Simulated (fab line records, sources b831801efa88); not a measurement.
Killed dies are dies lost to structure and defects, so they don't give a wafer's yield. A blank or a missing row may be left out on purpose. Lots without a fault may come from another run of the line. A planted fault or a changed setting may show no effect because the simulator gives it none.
Which tool did it? | flow sky130 | 24 lots, 72 wafers sampled, at 6 steps of a route of 708

WHAT THE GAUGES READ, wafer by wafer
SKY_SPACER_THK_MEAS_01.
lot  | measured     | on            | SPACER_CVD_00_THK (nm)
L074 | day 23 00:48 | film_metro-01 | 43.8 43.3 43.6
L075 | day 23 09:50 | film_metro-01 | 43.6 43.3 43.7
L076 | day 23 13:29 | film_metro-01 | 43.5 43.6 43.6
L077 | day 23 21:50 | film_metro-04 | 42.6 42.4 42.4
L078 | day 24 10:23 | film_metro-01 | 42.9 42.9 42.8
L079 | day 24 16:13 | film_metro-01 | 43.3 43.8 43.4
L080 | day 25 00:50 | film_metro-01 | 43.2 43.0 42.8
L081 | day 25 14:01 | film_metro-02 | 42.4 43.0 43.2
L082 | day 25 22:44 | film_metro-04 | 42.9 43.3 42.8
L083 | day 26 07:11 | film_metro-04 | 42.9 42.8 43.0
L084 | day 26 16:30 | film_metro-01 | 42.4 42.5 42.3
L085 | day 27 01:15 | film_metro-04 | 42.9 43.4 43.1
L086 | day 27 06:13 | film_metro-01 | 42.7 42.8 42.6
L087 | day 27 14:03 | film_metro-01 | 42.3 42.4 42.3
L088 | day 27 23:56 | film_metro-04 | 42.8 42.5 42.5
L089 | day 28 09:03 | film_metro-04 | 42.9 42.8 42.9
L090 | day 28 21:35 | film_metro-04 | 43.0 42.9 43.1
L091 | day 29 00:42 | film_metro-04 | 43.3 43.7 43.6
L092 | day 29 07:08 | film_metro-01 | 43.9 43.6 43.3
L093 | day 29 20:31 | film_metro-02 | 42.9 43.0 42.9
L094 | day 30 03:14 | film_metro-04 | 43.4 43.1 43.2
L095 | day 30 14:07 | film_metro-01 | 42.8 42.9 42.6
L096 | day 30 19:32 | film_metro-01 | 43.0 43.5 43.0
L097 | day 31 01:43 | film_metro-02 | 43.1 43.4 43.4

SKY_LI_CONTACT_CD_MEAS_12: target cd 170 nm.
lot  | measured     | on        | cd_nm (nm)
L074 | day 29 04:48 | cd_sem-02 | 170.9 171.4 170.6
L075 | day 29 14:41 | cd_sem-02 | 168.7 167.9 169.7
L076 | day 29 17:06 | cd_sem-01 | 166.8 167.7 167.5
L077 | day 30 01:49 | cd_sem-02 | 170.3 169.8 169.9
L078 | day 30 12:56 | cd_sem-01 | 169.3 169.5 169.6
L079 | day 30 17:09 | cd_sem-01 | 171.9 171.0 169.9
L080 | day 31 02:10 | cd_sem-01 | 172.8 172.3 170.7
L081 | day 31 14:49 | cd_sem-02 | 172.0 171.6 173.0
L082 | day 31 21:37 | cd_sem-02 | 171.6 174.0 173.4
L083 | day 32 07:58 | cd_sem-01 | 171.9 170.3 171.1
L084 | day 32 14:47 | cd_sem-01 | 170.4 169.9 169.9
L085 | day 33 00:04 | cd_sem-01 | 169.8 172.0 171.0
L086 | day 33 03:56 | cd_sem-02 | 169.6 170.6 169.2
L087 | day 33 12:27 | cd_sem-02 | 169.1 170.2 171.1
L088 | day 33 18:25 | cd_sem-02 | 170.1 170.0 171.0
L089 | day 34 04:08 | cd_sem-01 | 171.1 170.5 170.4
L090 | day 34 16:12 | cd_sem-02 | 169.7 169.8 169.5
L091 | day 34 19:53 | cd_sem-02 | 168.0 167.3 166.8
L092 | day 35 01:59 | cd_sem-02 | 171.1 173.0 169.4
L093 | day 35 13:26 | cd_sem-02 | 169.6 170.1 168.7
L094 | day 35 19:13 | cd_sem-01 | 170.2 168.8 168.5
L095 | day 36 07:34 | cd_sem-02 | 167.8 168.4 168.5
L096 | day 36 11:50 | cd_sem-01 | 169.9 169.7 169.2
L097 | day 36 16:18 | cd_sem-01 | 170.2 170.8 171.8

SKY_CAPM_THK_MEAS_01.
lot  | measured     | on            | CAPM_CVD_00_THK (nm)
L074 | day 36 11:13 | film_metro-04 | 15.39 15.52 15.63
L075 | day 36 19:27 | film_metro-02 | 15.34 15.60 15.48
L076 | day 36 19:47 | film_metro-02 | 15.39 15.63 15.91
L077 | day 37 04:55 | film_metro-01 | 15.19 15.29 15.87
L078 | day 37 16:14 | film_metro-01 | 15.03 15.25 15.37
L079 | day 37 19:58 | film_metro-02 | 15.45 15.24 15.59
L080 | day 38 05:11 | film_metro-01 | 15.60 15.80 15.56
L081 | day 38 16:46 | film_metro-04 | 15.34 15.81 15.54
L082 | day 38 22:34 | film_metro-01 | 15.26 15.30 15.40
L083 | day 39 06:18 | film_metro-04 | 15.45 15.85 15.82
L084 | day 39 12:15 | film_metro-01 | 15.52 15.73 15.77
L085 | day 39 23:26 | film_metro-02 | 15.37 15.38 15.81
L086 | day 40 02:35 | film_metro-01 | 15.34 15.10 15.21
L087 | day 40 08:59 | film_metro-01 | 15.45 16.02 15.83
L088 | day 40 15:41 | film_metro-04 | 15.56 15.71 15.88
L089 | day 41 00:54 | film_metro-01 | 15.13 15.47 15.48
L090 | day 41 11:10 | film_metro-01 | 15.22 15.34 15.44
L091 | day 41 12:38 | film_metro-02 | 15.43 15.37 15.64
L092 | day 41 20:11 | film_metro-01 | 15.47 15.41 15.74
L093 | day 42 08:44 | film_metro-01 | 15.49 15.40 15.78
L094 | day 42 09:55 | film_metro-01 | 15.49 15.82 15.67
L095 | day 42 22:38 | film_metro-02 | 15.49 15.58 15.61
L096 | day 43 02:14 | film_metro-01 | 15.92 16.03 16.11
L097 | day 43 08:35 | film_metro-02 | 15.52 15.60 15.66

WHICH TOOL RAN EACH LOT (tool, then ch and the chambers of the sampled wafers, then the start)
lot  | SKY_CONTACT_CMP_27            | SKY_METAL2_DESCUM_17              | SKY_VIA2_STRIP_16
L074 | cmp-01 ch 0,1,3, day 31 16:52 | rie_metal-02 ch 0, day 35 05:50   | plasma_asher-02 ch 0, day 36 09:42
L075 | cmp-02 ch 1,3, day 32 03:31   | rie_metal-02 ch 0,1, day 35 14:08 | plasma_asher-04 ch 0,1, day 36 17:59
L076 | cmp-01 ch 1,2,3, day 32 04:04 | rie_metal-03 ch 1, day 35 14:47   | plasma_asher-02 ch 1, day 36 18:20
L077 | cmp-01 ch 0,1,3, day 32 12:47 | rie_metal-01 ch 0,1, day 35 23:14 | plasma_asher-02 ch 0, day 37 03:26
L078 | cmp-01 ch 0,1, day 33 00:25   | rie_metal-02 ch 0, day 36 11:39   | plasma_asher-02 ch 0,1, day 37 14:47
L079 | cmp-01 ch 0,3, day 33 04:28   | rie_metal-02 ch 0,1, day 36 15:04 | plasma_asher-01 ch 0,1, day 37 18:30
L080 | cmp-01 ch 1,3, day 33 13:48   | rie_metal-02 ch 0,1, day 37 00:36 | plasma_asher-01 ch 0,1, day 38 03:45
L081 | cmp-01 ch 0,1,2, day 34 00:28 | rie_metal-03 ch 0,1, day 37 11:42 | plasma_asher-01 ch 0,1, day 38 15:19
L082 | cmp-02 ch 0,1,2, day 34 07:09 | rie_metal-01 ch 0,1, day 37 17:21 | plasma_asher-02 ch 0,1, day 38 20:24
L083 | cmp-02 ch 0,1,2, day 34 17:34 | rie_metal-01 ch 0,1, day 38 02:29 | plasma_asher-01 ch 0,1, day 39 04:50
L084 | cmp-02 ch 0,2, day 34 22:34   | rie_metal-01 ch 0,1, day 38 07:42 | plasma_asher-02 ch 0,1, day 39 10:49
L085 | cmp-02 ch 0,2,3, day 35 10:34 | rie_metal-02 ch 0,1, day 38 19:45 | plasma_asher-02 ch 0,1, day 39 21:57
L086 | cmp-02 ch 1,2,3, day 35 13:32 | rie_metal-02 ch 0,1, day 38 23:11 | plasma_asher-04 ch 0,1, day 40 01:08
L087 | cmp-02 ch 1,3, day 35 20:51   | rie_metal-03 ch 0,1, day 39 05:05 | plasma_asher-04 ch 0,1, day 40 07:29
L088 | cmp-01 ch 0,1,2, day 36 03:23 | rie_metal-02 ch 0,1, day 39 11:49 | plasma_asher-04 ch 0,1, day 40 14:13
L089 | cmp-02 ch 0,1, day 36 14:07   | rie_metal-02 ch 0,1, day 39 21:41 | plasma_asher-02 ch 0,1, day 40 23:18
L090 | cmp-01 ch 0,1,3, day 37 00:22 | rie_metal-03 ch 0,1, day 40 07:45 | plasma_asher-02 ch 0,1, day 41 09:43
L091 | cmp-02 ch 0,3, day 37 03:49   | rie_metal-02 ch 0,1, day 40 09:41 | plasma_asher-02 ch 0,1, day 41 11:11
L092 | cmp-02 ch 0,1, day 37 10:43   | rie_metal-01 ch 0,1, day 40 16:48 | plasma_asher-02 ch 0,1, day 41 18:44
L093 | cmp-01 ch 0,2,3, day 37 21:37 | rie_metal-03 ch 0,1, day 41 04:21 | plasma_asher-02 ch 0,1, day 42 07:14
L094 | cmp-01 ch 0,1,3, day 38 02:34 | rie_metal-02 ch 0,1, day 41 07:38 | plasma_asher-01 ch 0,1, day 42 08:27
L095 | cmp-01 ch 1,2,3, day 38 16:01 | rie_metal-02 ch 0,1, day 41 20:34 | plasma_asher-02 ch 0,1, day 42 21:11
L096 | cmp-01 ch 0,1,2, day 38 19:59 | rie_metal-02 ch 1, day 41 23:33   | plasma_asher-04 ch 0,1, day 43 00:47
L097 | cmp-02 ch 1,2, day 39 00:30   | rie_metal-01 ch 0,1, day 42 06:18 | plasma_asher-02 ch 0,1, day 43 07:08
- SKY_CONTACT_CMP_27: polishes, stops on SiO2, t overpolish 15 s, target thk 0 nm.
- SKY_METAL2_DESCUM_17: chemistry O2, time 8 s.
- SKY_VIA2_STRIP_16: strips in O2/N2.

WHAT THE TOOLS THEMSELVES READ (means of the sampled wafers that have a number; where no wafer has one, the mark that the record gives instead)
SKY_CONTACT_CMP_27.
lot  | tool   | head_pressure_psi (psi) | motor_current_A (A) | overpolish_run_s (s) | slurry_filter_dp_kPa (kPa) | time_to_endpoint_s (s)
L074 | cmp-01 | 3.497                   | 11.1                | 15.005               | 13.52                      | 82.8
L075 | cmp-02 | 3.503                   | 11.2                | 14.996               | 13.56                      | 81.3
L076 | cmp-01 | 3.503                   | 10.6                | 15.000               | 13.51                      | 85.7
L077 | cmp-01 | 3.491                   | 11.3                | 15.008               | 13.55                      | 83.4
L078 | cmp-01 | 3.508                   | 11.3                | 14.998               | 13.52                      | 81.3
L079 | cmp-01 | 3.505                   | 10.9                | 15.004               | 13.49                      | 82.8
L080 | cmp-01 | 3.495                   | 10.6                | 15.000               | 13.37                      | 85.1
L081 | cmp-01 | 3.502                   | 10.7                | 14.998               | 13.48                      | 84.6
L082 | cmp-02 | 3.499                   | 11.9                | 15.000               | 13.50                      | 79.9
L083 | cmp-02 | 3.505                   | 12.4                | 14.993               | 13.62                      | 83.5
L084 | cmp-02 | 3.492                   | 12.7                | 15.000               | 13.52                      | 87.0
L085 | cmp-02 | 3.500                   | 12.0                | 15.007               | 13.37                      | 83.0
L086 | cmp-02 | 3.499                   | 11.7                | 15.003               | 13.43                      | 86.3
L087 | cmp-02 | 3.496                   | 11.4                | 15.004               | 13.50                      | 85.3
L088 | cmp-01 | 3.501                   | 11.2                | 14.992               | 13.58                      | 87.4
L089 | cmp-02 | 3.494                   | 11.8                | 14.999               | 13.37                      | 81.9
L090 | cmp-01 | 3.495                   | 11.0                | 14.996               | 13.41                      | 84.4
L091 | cmp-02 | 3.496                   | 12.1                | 14.999               | 13.61                      | 85.2
L092 | cmp-02 | 3.502                   | 11.5                | 15.008               | 13.51                      | 84.5
L093 | cmp-01 | 3.497                   | 11.2                | 15.010               | 13.54                      | 83.8
L094 | cmp-01 | 3.500                   | 11.1                | 14.998               | 13.45                      | 86.1
L095 | cmp-01 | 3.498                   | 10.3                | 14.989               | 13.55                      | 81.6
L096 | cmp-01 | 3.503                   | 11.2                | 15.015               | 13.56                      | 82.1
L097 | cmp-02 | 3.493                   | 12.3                | 14.998               | 13.54                      | 83.8

SKY_METAL2_DESCUM_17.
lot  | tool         | drypump_motor_current_A (A) | oes_product_au (a.u.)
L074 | rie_metal-02 | 4.8                         | 1.008
L075 | rie_metal-02 | 5.4                         | 0.998
L076 | rie_metal-03 | 5.0                         | 0.992
L077 | rie_metal-01 | 5.7                         | 0.998
L078 | rie_metal-02 | 4.7                         | 0.995
L079 | rie_metal-02 | 5.1                         | 1.005
L080 | rie_metal-02 | 5.4                         | 1.013
L081 | rie_metal-03 | 5.4                         | 0.999
L082 | rie_metal-01 | 5.7                         | 0.996
L083 | rie_metal-01 | 5.7                         | 1.000
L084 | rie_metal-01 | 5.7                         | 0.993
L085 | rie_metal-02 | 5.0                         | 1.004
L086 | rie_metal-02 | 5.4                         | 0.995
L087 | rie_metal-03 | 5.7                         | 0.998
L088 | rie_metal-02 | 5.1                         | 1.002
L089 | rie_metal-02 | 5.1                         | 0.998
L090 | rie_metal-03 | 5.4                         | 0.995
L091 | rie_metal-02 | 5.4                         | 1.000
L092 | rie_metal-01 | 5.7                         | 1.003
L093 | rie_metal-03 | 5.4                         | 0.991
L094 | rie_metal-02 | 5.1                         | 0.999
L095 | rie_metal-02 | 5.1                         | 0.998
L096 | rie_metal-02 | 5.7                         | 0.995
L097 | rie_metal-01 | 5.7                         | 0.990

SKY_VIA2_STRIP_16.
lot  | tool            | drypump_motor_current_A (A) | oes_product_au (a.u.) | strip_time_to_endpoint_s (s)
L074 | plasma_asher-02 | 6.1                         | 0.394                 | 4.008
L075 | plasma_asher-04 | 6.1                         | 0.393                 | 4.038
L076 | plasma_asher-02 | 5.7                         | 0.398                 | 4.048
L077 | plasma_asher-02 | 6.1                         | 0.396                 | 4.048
L078 | plasma_asher-02 | 6.0                         | 0.398                 | 4.033
L079 | plasma_asher-01 | 5.6                         | 0.399                 | 4.028
L080 | plasma_asher-01 | 5.6                         | 0.398                 | 4.016
L081 | plasma_asher-01 | 5.3                         | 0.405                 | 4.079
L082 | plasma_asher-02 | 5.8                         | 0.402                 | 4.038
L083 | plasma_asher-01 | 5.6                         | 0.399                 | 4.015
L084 | plasma_asher-02 | 5.8                         | 0.395                 | 4.001
L085 | plasma_asher-02 | 6.0                         | 0.400                 | 4.017
L086 | plasma_asher-04 | 6.2                         | 0.398                 | 4.041
L087 | plasma_asher-04 | 6.2                         | 0.397                 | 4.038
L088 | plasma_asher-04 | 6.1                         | 0.397                 | 4.049
L089 | plasma_asher-02 | 6.0                         | 0.397                 | 4.044
L090 | plasma_asher-02 | 5.9                         | 0.398                 | 4.063
L091 | plasma_asher-02 | 6.0                         | 0.399                 | 4.034
L092 | plasma_asher-02 | 6.0                         | 0.397                 | 4.011
L093 | plasma_asher-02 | 6.0                         | 0.399                 | 4.031
L094 | plasma_asher-01 | 5.3                         | 0.393                 | 4.074
L095 | plasma_asher-02 | 5.8                         | 0.399                 | 4.036
L096 | plasma_asher-04 | 6.2                         | 0.403                 | 4.066
L097 | plasma_asher-02 | 6.0                         | 0.401                 | 4.078

THE ANSWER, worked out from the rows above alone
Rule: what is usual is taken from the lots themselves. Put in order of their means at a reading, lots are off if they are a third of the lots or fewer, leave a main group of 4 or more, and stand apart from it by a gap of 3 or more times the standard deviation of the main group's means; of several such gaps the widest counts. A main group whose means are all the same, to the digits that the tables above print for the reading, isn't used. A lot without any number at a reading at which 4 lots or more have one is off too. The other lots that the step has rows for count as sound. The gauges are gone through in route order, then the tools' own readings, and for those a lot's mean is taken as printed above. The first step at which some lot is off is used, and at that step the reading that is off furthest; a lot without a number counts as furthest.
No lot is off at any reading shown: from this, nothing can be told.

WHAT THE SIMULATOR HAD PUT IN
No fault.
